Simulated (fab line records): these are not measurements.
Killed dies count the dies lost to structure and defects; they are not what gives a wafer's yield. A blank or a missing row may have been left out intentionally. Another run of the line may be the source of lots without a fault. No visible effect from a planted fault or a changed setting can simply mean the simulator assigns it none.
Chamber matching	flow sky130	3 sister chambers for SKY_PASSIVATION_CVD_00 on pecvd-04
The step deposits SiO2, target thk 90 nm. 3 wafers are shown with their chamber, then 7 later ones without.

## EACH WAFER AND ITS CHAMBER
wafer	chamber	heater power w (W)
L086.6	2	594
L087.1	0	711
L087.2	1	608

## WAFERS WITH NO CHAMBER GIVEN
wafer	heater power w (W)
L087.5	628
L090.2	750
L090.4	513
L090.5	825
L097.2	622
L097.3	742
L097.6	642

## WHICH CHAMBER EACH WENT THROUGH
wafer	from the rows above	in truth
L087.5	can't be placed: 1 or 2 or 0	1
L090.2	can't be placed: 0 or 1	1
L090.4	can't be placed: 2 or 1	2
L090.5	can't be placed: 0 or 1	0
L097.2	can't be placed: 1 or 2 or 0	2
L097.3	can't be placed: 0 or 1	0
L097.6	can't be placed: 1 or 2 or 0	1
Correctly placed: 0 of 7. Unplaceable from these rows: 7, with the true chamber sitting among the candidates in 7. Placed wrongly: 0.
How it was worked out, from the rows above alone: a wafer's distance from a chamber is the root of the sum, over the readings, of the square of ((its reading less the chamber's mean) divided by the reading's scatter). If the next closest chamber is less than 2 further off than the closest, the wafer can't be placed; otherwise it belongs to the closest. Each chamber's mean is taken over the wafers shown for it. The scatter: with one shown wafer a chamber, the root of the mean of the squares of how far each hidden wafer lies from its nearest shown one.
